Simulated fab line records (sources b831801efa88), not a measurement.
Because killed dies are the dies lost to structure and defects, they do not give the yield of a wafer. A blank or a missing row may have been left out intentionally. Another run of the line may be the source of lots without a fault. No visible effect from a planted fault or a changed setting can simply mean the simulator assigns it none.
Which tool did it? -- flow gf180mcu -- 42 wafers from 14 lots sampled at 6 of the route's 602 steps

## WHAT EACH GAUGE READ, for each wafer
GF_V4_OVL_MEAS_15. Usual: for V4_OVL the level is 5 nm and the standard deviation is 4.8.
lot,measured,on,V4_OVL (nm),flag
L668,day 24 04:35,overlay-02,-2 -2 1,
L669,day 24 15:02,overlay-02,-1 -2 -2,
L670,day 25 01:34,overlay-02,14 8 12,
L671,day 25 07:04,overlay-02,1 8 -3,
L673,day 26 03:35,overlay-01,9 11 4,
L674,day 26 08:14,overlay-01,3 -3 8,
L675,day 26 20:08,overlay-01,-5 2 6,
L676,day 27 00:53,overlay-02,4 5 7,
L681,day 28 15:41,overlay-02,5 4 4,
L684,day 29 16:35,overlay-02,5 3 4,
L686,day 30 07:35,overlay-02,0 -3 -1,
L688,day 30 15:35,overlay-02,11 13 9,
L689,day 30 22:24,overlay-02,12 12 11,
L691,day 31 12:29,overlay-02,9 1 7,

GF_V4_RS_MEAS_24: a four-point-probe measurement. Usual: for V4_W_RS the level is 0.326 ohm/sq and the standard deviation is 0.0031.
lot,measured,on,V4_W_RS (ohm/sq),flag
L668,day 24 05:29,film_metro-04,0.324 0.324 0.325,
L669,day 24 15:58,film_metro-01,0.327 0.324 0.324,
L670,day 25 02:34,film_metro-02,0.328 0.325 0.328,
L671,day 25 07:59,film_metro-04,0.330 0.328 0.327,
L673,day 26 04:32,film_metro-02,0.330 0.327 0.325,
L674,day 26 09:11,film_metro-02,42.997 42.653 43.224,OFF
L675,day 26 21:04,film_metro-01,43.468 43.479 43.927,OFF
L676,day 27 01:49,film_metro-01,0.331 0.324 0.330,
L681,day 28 16:35,film_metro-04,0.326 0.324 0.323,
L684,day 29 17:29,film_metro-02,0.327 0.324 0.323,
L686,day 30 08:29,film_metro-02,0.324 0.326 0.327,
L688,day 30 16:32,film_metro-01,0.324 0.325 0.323,
L689,day 30 23:21,film_metro-01,0.327 0.326 0.325,
L691,day 31 13:23,film_metro-04,0.335 0.331 0.330,

GF_V4_THK_MEAS_25: measures by xrf. Usual: for V4_W_THK the level is 356 nm and the standard deviation is 5.3.
lot,measured,on,V4_W_THK (nm),flag
L668,day 24 05:37,film_metro-04,362 362 359,
L669,day 24 16:04,film_metro-01,351 353 353,
L670,day 25 02:41,film_metro-02,359 362 359,
L671,day 25 08:07,film_metro-04,354 352 352,
L673,day 26 04:39,film_metro-02,354 357 360,
L674,day 26 09:17,film_metro-02,<0 <0 <0,OFF
L675,day 26 21:11,film_metro-01,<0 <0 -,OFF
L676,day 27 01:55,film_metro-01,350 357 352,
L681,day 28 16:43,film_metro-04,357 358 363,
L684,day 29 17:37,film_metro-02,359 362 364,
L686,day 30 08:37,film_metro-02,369 368 367,
L688,day 30 16:39,film_metro-01,353 354 355,
L689,day 30 23:26,film_metro-01,354 352 354,
L691,day 31 13:31,film_metro-04,349 351 351,

## WHICH TOOL RAN EACH LOT (tool, then ch and the chambers of the sampled wafers, then the start)
lot,GF_V4_ETCH_17,GF_V4_STRIP_18,GF_V4_CVD_23
L668,"rie_diel-01 ch 0,2,3, day 24 04:44 or earlier","plasma_asher-02 ch 0,1, day 24 04:44","cvd_w-01 ch 0,1, day 24 05:23"
L669,"rie_diel-01 ch 0,2,3, day 24 15:11 or earlier","plasma_asher-02 ch 0,1, day 24 15:11","cvd_w-01 ch 0,1, day 24 15:50"
L670,"rie_diel-03 ch 0,2,3, day 25 01:44 or earlier","plasma_asher-03 ch 0,1, day 25 01:44","cvd_w-01 ch 0,1, day 25 02:28"
L671,"rie_diel-01 ch 0,1,2, day 25 07:14 or earlier","plasma_asher-02 ch 1, day 25 07:14","cvd_w-01 ch 1, day 25 07:52"
L673,"rie_diel-01 ch 0,3, day 26 03:44 or earlier","plasma_asher-03 ch 0,1, day 26 03:44","cvd_w-01 ch 0,1, day 26 04:25"
L674,"rie_diel-01 ch 0,2,3, day 26 08:26 or earlier","plasma_asher-01 ch 0,1, day 26 08:26","cvd_w-01 ch 0,1, day 26 09:04"
L675,"rie_diel-04 ch 1,2, day 26 20:17 or earlier","plasma_asher-01 ch 0,1, day 26 20:17","cvd_w-02 ch 0,1, day 26 20:56"
L676,"rie_diel-03 ch 0,1, day 27 01:02 or earlier","plasma_asher-02 ch 0,1, day 27 01:02","cvd_w-02 ch 0,1, day 27 01:41"
L681,"rie_diel-04 ch 1,2,3, day 28 15:50 or earlier","plasma_asher-02 ch 0,1, day 28 15:50","cvd_w-02 ch 0,1, day 28 16:29"
L684,"rie_diel-04 ch 0,2, day 29 16:44 or earlier","plasma_asher-01 ch 0, day 29 16:44","cvd_w-02 ch 0,1, day 29 17:23"
L686,"rie_diel-01 ch 1,2,3, day 30 07:44 or earlier","plasma_asher-01 ch 0, day 30 07:44","cvd_w-01 ch 0,1, day 30 08:23"
L688,"rie_diel-03 ch 0,1,3, day 30 15:44 or earlier","plasma_asher-02 ch 0,1, day 30 15:44","cvd_w-02 ch 1, day 30 16:25"
L689,"rie_diel-03 ch 0,3, day 30 22:35 or earlier","plasma_asher-01 ch 0,1, day 30 22:35","cvd_w-01 ch 0,1, day 30 23:13"
L691,"rie_diel-04 ch 1,2,3, day 31 12:38 or earlier","plasma_asher-03 ch 0,1, day 31 12:38","cvd_w-01 ch 0,1, day 31 13:17"
- GF_V4_ETCH_17: etches SiO2 in C4F8/O2/Ar, stops on TiN, target depth 630 nm.
- GF_V4_STRIP_18: strips in O2/N2.
- GF_V4_CVD_23: deposits W, target thk 350 nm, time 104.9 s.

## WHAT THE TOOLS THEMSELVES READ (means of the sampled wafers that have a number; where no wafer has one, the mark that the record gives instead)
GF_V4_ETCH_17. Usual: chamber_pressure_mTorr 40.00 mTorr, standard deviation 0.039; oes_product_au 0.856 a.u., standard deviation 0.0047; rf_fwd_power_W 1493 W, standard deviation 5.4.
lot,tool,chamber_pressure_mTorr (mTorr),oes_product_au (a.u.),rf_fwd_power_W (W),flag
L668,rie_diel-01,40.01,0.851,1494,
L669,rie_diel-01,39.99,0.856,1485,
L670,rie_diel-03,40.04,0.859,1492,
L671,rie_diel-01,39.97,0.856,1491,
L673,rie_diel-01,40.00,0.850,1490,
L674,rie_diel-01,39.99,0.857,1495,
L675,rie_diel-04,40.02,0.860,1491,
L676,rie_diel-03,39.96,0.854,1495,
L681,rie_diel-04,40.02,0.859,1491,
L684,rie_diel-04,40.05,0.857,1494,
L686,rie_diel-01,39.96,0.853,1494,
L688,rie_diel-03,39.99,0.858,1494,
L689,rie_diel-03,39.99,0.854,1490,
L691,rie_diel-04,39.99,0.859,1492,

GF_V4_STRIP_18. Usual: chamber_pressure_mTorr 1499.9 mTorr, standard deviation 1.3; drypump_motor_current_A 5.8 A, standard deviation 0.46; heater_power_w 313 W, standard deviation 22; oes_product_au 0.592 a.u., standard deviation 0.0049.
lot,tool,chamber_pressure_mTorr (mTorr),drypump_motor_current_A (A),heater_power_w (W),oes_product_au (a.u.),flag
L668,plasma_asher-02,1499.5,5.7,313,0.592,
L669,plasma_asher-02,1499.4,5.7,317,0.591,
L670,plasma_asher-03,1500.0,6.2,339,0.589,
L671,plasma_asher-02,1500.7,5.6,312,0.589,
L673,plasma_asher-03,1500.1,5.7,326,0.591,
L674,plasma_asher-01,1498.1,5.8,279,0.594,
L675,plasma_asher-01,1500.1,6.1,280,0.592,
L676,plasma_asher-02,1500.3,5.6,311,0.593,
L681,plasma_asher-02,1499.9,5.6,313,0.596,
L684,plasma_asher-01,1498.8,5.4,281,0.590,
L686,plasma_asher-01,1500.4,5.4,283,0.593,
L688,plasma_asher-02,1500.6,5.6,312,0.588,
L689,plasma_asher-01,1497.7,6.1,282,0.589,
L691,plasma_asher-03,1500.2,6.2,342,0.598,

GF_V4_CVD_23. Usual: chamber_pressure_Torr 40.01 Torr, standard deviation 0.093; heater_power_outer_w 547 W, standard deviation 24; heater_power_w 880 W, standard deviation 50; susceptor_temp_C 399.98 C, standard deviation 0.23.
lot,tool,chamber_pressure_Torr (Torr),heater_power_outer_w (W),heater_power_w (W),susceptor_temp_C (C),flag
L668,cvd_w-01,39.97,563,926,399.86,
L669,cvd_w-01,39.95,551,924,399.77,
L670,cvd_w-01,40.06,556,930,399.95,
L671,cvd_w-01,39.93,561,902,399.85,
L673,cvd_w-01,40.01,560,915,400.41,
L674,cvd_w-01,-,-,-,-,OFF
L675,cvd_w-02,-,-,-,-,OFF
L676,cvd_w-02,40.09,531,833,399.98,
L681,cvd_w-02,40.06,539,838,400.05,
L684,cvd_w-02,39.97,517,824,399.93,
L686,cvd_w-01,39.98,558,927,399.79,
L688,cvd_w-02,39.94,554,860,399.59,
L689,cvd_w-01,40.02,564,930,400.24,
L691,cvd_w-01,40.01,566,913,400.20,

## THE ANSWER, worked out from the rows above alone
Rule: a lot counts as off when the mean over its wafers that have a number is more than 3 standard deviations away from the usual mean. A lot without any number at a reading at which 4 lots or more have one is off too. Where the step has rows for the other lots, those lots are counted as sound. Order of review: gauges by route order, followed by the tools' own readings, for which a lot's mean as printed above is used. The first step at which some lot is off is used, and at that step the reading that is off furthest; a lot without a number counts as furthest.
Off: L674, L675, seen at GF_V4_RS_MEAS_24 (V4_W_RS).
A tool fits if, at a process step before that reading, it ran every lot that is off, and no sound lot after the first of them. The gauges at GF_V4_RS_MEAS_24 aren't tried: what is off there is off at GF_V4_CVD_23 too, on other tools, and a gauge's error can't cause that. GF_V4_ETCH_17: start missing for some lots; hours and lot order therefore follow GF_V4_STRIP_18. Not one of the candidates tried fits.

## WHAT THE SIMULATOR PUT IN
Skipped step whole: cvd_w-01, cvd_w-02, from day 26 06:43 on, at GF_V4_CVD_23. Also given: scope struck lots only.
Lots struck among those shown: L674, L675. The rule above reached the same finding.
